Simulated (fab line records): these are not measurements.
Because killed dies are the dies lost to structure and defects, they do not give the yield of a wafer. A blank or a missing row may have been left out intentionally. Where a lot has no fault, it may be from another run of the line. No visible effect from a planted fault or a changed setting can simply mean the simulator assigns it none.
Code-filled problem report in 8D (eight disciplines) form -- flow gf180mcu -- the parts of the form that need people (team, actions taken, sign-off) are left out

## 1. WHAT WENT WRONG
On 3 wafers of 1 lot, runLengthS at GF_SALICIDE_WET_ETCH_01 has a mean of 201 s; fault-free wafers read 131 s, standard deviation 3.7. That is +19 standard deviations from the usual mean.
The step: etches SiO2 in dHF, target depth 5 nm, time 100 s.
Earliest sighting: wafer L877.1 on wetBench-04 at day 20 13:52. The record holds 15 wafers of 5 lots with a number at this step. Rule for "out" (also "out of limits"): further than 4 standard deviations from the usual mean. All remaining wafers that have a number are taken as sound.

## 2. WHAT IT IS, WHAT IT ISN'T
question,is,is not
which readings at this step,runLengthS,-
which lots,L877,"L864, L865, L878, L879"
which wafers of those lots,all that have a number,-
read on which tools,wetBench-04,wetBench-02
when,from day 20 13:52,"up to then (6 sound wafers); but 6 sound wafers of L878, L879 came after"

## 3. SUSPECTS, AND WHAT RULES EACH OUT
Counting: a tool stays on the suspect list if, at a process step up to the reading, it processed all lots that are out and no sound lot following the first of them.
- rieDiel-01 at GF_SAB_ETCH_11 (etches SiO2 in C4F8/O2/Ar, target depth 55 nm, time 8.5 s): ruled out as a lasting fault. The sound lots L878 went through it after L877, its earliest lot that is out (day 20 13:26).
- plasmaAsher-04 at GF_SAB_STRIP_13 (strips in O2/N2): kept. It ran the lot that is out, L877 (day 20 13:43), and no sound lot after that.
- wetBench-04 at GF_SALICIDE_WET_ETCH_01 (etches SiO2 in dHF, target depth 5 nm, time 100 s): ruled out as a lasting fault. The sound lots L879 went through it after L877, its earliest lot that is out (day 20 13:52).
Remaining after the count: plasmaAsher-04 at GF_SAB_STRIP_13.

## 4. THE CAUSE (what the simulator had put in)
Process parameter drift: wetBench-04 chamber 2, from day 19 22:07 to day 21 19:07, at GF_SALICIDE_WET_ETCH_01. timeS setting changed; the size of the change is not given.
Counting ruled it out, wrongly.

## 5. THE CHAIN OF EFFECTS, in route order
Each row: a reading whose mean over the struck wafers that have a number lies more than 3 standard deviations from the usual. Only readings whose record carries a usual standard deviation are examined. hours: median over the lots of the time between each lot's start at the first step of this table that gives one and its start at this step. sigmas: the change, counted in usual standard deviations.
hours,step,reading,usual,on struck wafers,change,sigmas
0,GF_SALICIDE_WET_ETCH_01,runLengthS,131 s,201,+70,+19
The process steps in it:
- GF_SALICIDE_WET_ETCH_01: etches SiO2 in dHF, target depth 5 nm, time 100 s.

## 6. HOW IT WOULD HAVE BEEN CAUGHT EARLIER
16 hours passed between the start of the fault at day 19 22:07 and the first reading out of limits in this record, taken at day 20 13:52.
